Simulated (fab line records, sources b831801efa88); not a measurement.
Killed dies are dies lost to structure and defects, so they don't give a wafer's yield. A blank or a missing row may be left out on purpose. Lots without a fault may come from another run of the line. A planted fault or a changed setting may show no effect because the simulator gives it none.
A struck lot beside a sound one | flow sky130 | 16 steps out of a route of 708
Sound: wafers L962.2, L962.3, L962.6. Struck: wafers L976.1, L976.3, L976.6. The cause comes at the end.
At each step with rows: each side's tool, then ch and its chambers, then its first start. Under that, the readings that differ: sound wafers | struck wafers | difference of the means | sigmas: that difference in standard deviations of wafers without a fault.
alike: readings whose means differ by less than 2 such deviations, and words and numbers that are the same on both sides. not compared: withheld readings, readings that some wafer has no value for, bounds like >300 that may hide the same value, and numbers for which the record gives no deviation and whose values overlap.
The two part at a step that has a row with sigmas, a row that says differs or no value, or rows on one side only. Numbers that don't overlap but have no deviation are shown without sigmas and don't part them. A reading that every wafer of one side lacks parts them only if that side has two wafers or more.

first, 5 steps without rows for these wafers: SKY_POLY_GATE_COAT_08 (resist thk 450 nm); SKY_POLY_GATE_SOFTBAKE_09 (time 90 s); SKY_POLY_GATE_EXPOSE_10 (exposes mask P1M, target cd 150 nm); SKY_POLY_GATE_PEB_11; SKY_POLY_GATE_DEVELOP_12 (develop time 60 s).
SKY_POLY_GATE_CD_MEAS_13: target cd 150 nm.
  sound on cd_sem-01, day 17 16:38; struck on cd_sem-01, day 23 13:11
  alike: cd_nm
SKY_POLY_GATE_OVL_MEAS_14:
  sound on overlay-02, day 17 16:44; struck on overlay-01, day 23 13:18
  alike: POLY_GATE_OVL
SKY_POLY_GATE_ETCH_15: etches BARC in N2/H2, stops on SiO2, time 118.5 s, target depth 110 nm.
  sound on rie_diel-02 ch 0,2, day 17 16:46; struck on rie_diel-03 ch 1,2, day 23 13:20
  alike: drypump_motor_current_A, oes_product_au, throttle_valve_pct
  not compared: rf_hours_counter_h
SKY_POLY_GATE_ETCH_16: etches Si3N4 in CH3F/O2, stops on poly-Si, time 147.5 s, target depth 75 nm.
  sound on rie_diel-02 ch 0,2, day 17 16:51; struck on rie_diel-03 ch 1,2, day 23 13:25
  alike: drypump_motor_current_A, oes_product_au, throttle_valve_pct
  not compared: rf_hours_counter_h
SKY_POLY_GATE_ETCH_17: etches poly-Si in HBr/Cl2, stops on SiO2, target depth 180 nm, time 70.5 s.
  sound on rie_si-02 ch 0,1, day 17 16:57; struck on rie_si-02 ch 0,2,3, day 23 13:31
  alike: HBr_flow_sccm, drypump_motor_current_A, oes_product_au, throttle_valve_pct
  not compared: rf_hours_counter_h
SKY_POLY_GATE_STRIP_18: strips in O2/N2.
  sound on plasma_asher-02 ch 0,1, day 17 17:00; struck on plasma_asher-03 ch 0,1, day 23 13:35
  alike: drypump_motor_current_A, oes_product_au, strip_time_to_endpoint_s
  not compared: rf_hours_counter_h
then, 1 step without rows for these wafers: SKY_POLY_GATE_CLEAN_19 (cleans in SC1/SC2, time 150 s).
SKY_POLY_GATE_OXIDATION_20: stabilise 600 s, purge 300 s, target thk 4 nm.
  sound on furnace-01 ch 0, day 17 18:44; struck on furnace-02 ch 0, day 23 13:44
  reading                                          | sound             | struck               | difference | sigmas
  spike_tc_bottom_C (C)                            | 866.8 866.4 865.4 | 874.3 875.8 874.0    | +8.5       | +8
  spike_tc_centre_C (C)                            | 851.2 851.3 852.1 | 857.8 856.1 856.6    | +5.3       | +5
  spike_tc_lower_C (C)                             | 849.6 849.2 847.0 | 857.2 859.2 856.7    | +9.1       | +7
  spike_tc_top_C (C)                               | 855 854 854       | 868 867 867          | +13        | +4
  spike_tc_upper_C (C)                             | 851.6 851.5 850.6 | 856.0 858.4 858.4    | +6.4       | +7
  tube_center_temp_C (C)                           | 850.16 850.1 850  | 856.86 856.92 856.87 | +6.80      | +93
  tube_center_temp_C_max                           | 852.3 852.8 851.9 | 858.6 859.6 859.5    | +6.9       | +18
  model.SiO2_of_POLY_GATE_OXIDATION_20.thk_nm (nm) | 3.995 4.088 4.063 | 4.384 4.344 4.313    | +0.298     |
SKY_POLY_GATE_THK_MEAS_21:
  sound on film_metro-04, day 17 19:59; struck on film_metro-04, day 23 14:59
  reading                      | sound          | struck         | difference | sigmas
  POLY_GATE_OXIDATION_THK (nm) | 4.01 4.15 4.04 | 4.38 4.35 4.34 | +0.29      | +4
SKY_POLY_GATE_CD_MEAS_22:
  sound on cd_sem-02, day 17 20:04; struck on cd_sem-01, day 23 15:02
  alike: cd_nm
-- the record jumps here: 27 days lie between the struck wafers' starts before and after (it left off in module POLY_GATE and takes up again in module PAD_OPEN, whose first step shown is number 708 of the route) --
SKY_PAD_OPEN_PROBE_99:
  sound on prober-02, day 46 19:37; struck on prober-01, day 50 09:59
  reading                     | sound             | struck          | difference | sigmas
  model.etest.tip_n.rs_ohm_sq | 442.8 445.4 441.4 | 456.9 451.9 451 | +10.1      |
  alike: killed_at_M0_to_M3, killed_at_M4_up, killed_at_contacts, killed_at_front_end, killed_at_other, killed_dies, killed_on_rim, killed_open, killed_short

WHERE THEY PART
First at SKY_POLY_GATE_OXIDATION_20; last, within this record, at SKY_POLY_GATE_THK_MEAS_21. Later steps at which nothing parts them and some readings are alike: SKY_POLY_GATE_CD_MEAS_22, SKY_PAD_OPEN_PROBE_99.

WHY: what the simulator had put in
Process parameter drift: furnace-02, from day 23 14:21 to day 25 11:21, at SKY_POLY_GATE_OXIDATION_20. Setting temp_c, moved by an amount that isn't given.
